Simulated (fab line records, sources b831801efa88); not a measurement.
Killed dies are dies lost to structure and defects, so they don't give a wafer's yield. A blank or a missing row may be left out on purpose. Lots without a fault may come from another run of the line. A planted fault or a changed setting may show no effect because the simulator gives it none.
A struck lot beside a sound one | flow sky130 | 18 steps out of a route of 708
Sound: wafers L845.1, L845.2, L845.4. Struck: wafers L848.4, L848.5, L848.6. The cause comes at the end.
At each step with rows: each side's tool, then ch and its chambers, then its first start. Under that, the readings that differ: sound wafers | struck wafers | difference of the means | sigmas: that difference in standard deviations of wafers without a fault.
alike: readings whose means differ by less than 2 such deviations, and words and numbers that are the same on both sides. not compared: withheld readings, readings that some wafer has no value for, bounds like >300 that may hide the same value, and numbers for which the record gives no deviation and whose values overlap.
The two part at a step that has a row with sigmas, a row that says differs or no value, or rows on one side only. Numbers that don't overlap but have no deviation are shown without sigmas and don't part them. A reading that every wafer of one side lacks parts them only if that side has two wafers or more.

first, 5 steps without rows for these wafers: SKY_VIA4_COAT_06 (resist thk 1140 nm); SKY_VIA4_SOFTBAKE_07 (time 60 s); SKY_VIA4_EXPOSE_08 (exposes mask VIM4, target cd 800 nm); SKY_VIA4_PEB_09; SKY_VIA4_DEVELOP_10 (develop time 60 s).
SKY_VIA4_OVL_MEAS_11:
  sound on overlay-02, day 45 12:36; struck on overlay-01, day 46 06:50
  alike: VIA4_OVL
SKY_VIA4_ETCH_12: etches SiO2 in C4F8/O2/Ar, stops on TiN, target depth 580 nm.
  sound on rie_diel-02 ch 1,2,3, day 45 12:38; struck on rie_diel-04 ch 0,1, day 46 06:51
  alike: oes_product_au
SKY_VIA4_STRIP_13: strips in O2/N2.
  sound on plasma_asher-04 ch 0,1, day 45 12:43; struck on plasma_asher-01 ch 0,1, day 46 06:58
  alike: drypump_motor_current_A, oes_product_au, strip_time_to_endpoint_s
  not compared: rf_hours_counter_h
then, 3 steps without rows for these wafers: SKY_VIA4_STRIP_14 (strips in post etch residue remover, time 1200 s); SKY_VIA4_CLEAN_15 (cleans in IPA, time 180 s); SKY_VIA4_CLEAN_16 (cleans in O3/DIW).
SKY_VIA4_SPUTTER_17: material TiN, target thk 20 nm, time 80 s.
  sound on pvd_sputter-02, day 45 13:18; struck on pvd_sputter-02, day 46 07:34
  alike: throttle_valve_pct
SKY_VIA4_CVD_18: deposits W, target thk 505 nm, time 152.14 s.
  sound on cvd_w-02 ch 0,1, day 45 13:22; struck on cvd_w-02 ch 0,1, day 46 07:40
  reading                            | sound                | struck               | difference | sigmas
  susceptor_temp_C (C)               | 399.89 400.44 399.69 | 390.05 389.78 390.05 | -10.05     | -48
  model.W_of_VIA4_CVD_18.thk_nm (nm) | 513.7 502 516.3      | 434.9 435.9 425.1    | -78.7      |
  alike: heater_power_w
SKY_VIA4_RS_MEAS_19: measures by four-point-probe.
  sound on film_metro-02, day 45 13:31; struck on film_metro-03, day 46 07:50
  reading            | sound             | struck            | difference | sigmas
  VIA4_W_RS (ohm/sq) | 0.223 0.228 0.222 | 0.264 0.263 0.270 | +0.041     | +11
SKY_VIA4_THK_MEAS_20: measures by xrf.
  sound on film_metro-02, day 45 13:38; struck on film_metro-03, day 46 07:55
  reading         | sound       | struck      | difference | sigmas
  VIA4_W_THK (nm) | 528 511 527 | 435 437 426 | -89        | -9
SKY_VIA4_CMP_21: polishes, stops on SiO2, t overpolish 25 s, target thk 0 nm.
  sound on cmp-02 ch 0,2,3, day 45 13:42; struck on cmp-02 ch 2,3, day 46 08:06
  reading                | sound       | struck      | difference | sigmas
  time_to_endpoint_s (s) | 128 127 124 | 112 111 108 | -16        | -3
  alike: edge_zone_pressure_frac, head_pressure_psi, motor_current_A, retaining_ring_pressure_frac
SKY_METAL5_SPUTTER_00: material Ti, target thk 15 nm, time 10 s.
  sound on pvd_sputter-01, day 45 14:00; struck on pvd_sputter-03, day 46 08:24
  alike: throttle_valve_pct
-- the record jumps here: 3 days lie between the struck wafers' starts before and after (it left off in module METAL5 and takes up again in module PAD_OPEN, whose first step shown is number 708 of the route) --
SKY_PAD_OPEN_PROBE_99:
  sound on prober-02, day 48 06:13; struck on prober-01, day 48 21:40
  alike: defect_limited_yield, killed_at_M0_to_M3, killed_at_M4_up, killed_at_contacts, killed_at_front_end, killed_at_other, killed_dies, killed_open, killed_short, sort_bin_3_pad_short, sort_bin_5_function, sort_bin_6_memory, sort_n_pass, sort_yield_pct

WHERE THEY PART
First at SKY_VIA4_CVD_18; last, within this record, at SKY_VIA4_CMP_21. Later steps at which nothing parts them and some readings are alike: SKY_METAL5_SPUTTER_00, SKY_PAD_OPEN_PROBE_99.

WHY: what the simulator had put in
Process parameter drift: cvd_w-02, from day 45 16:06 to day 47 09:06, at SKY_VIA4_CVD_18. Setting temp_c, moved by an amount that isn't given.
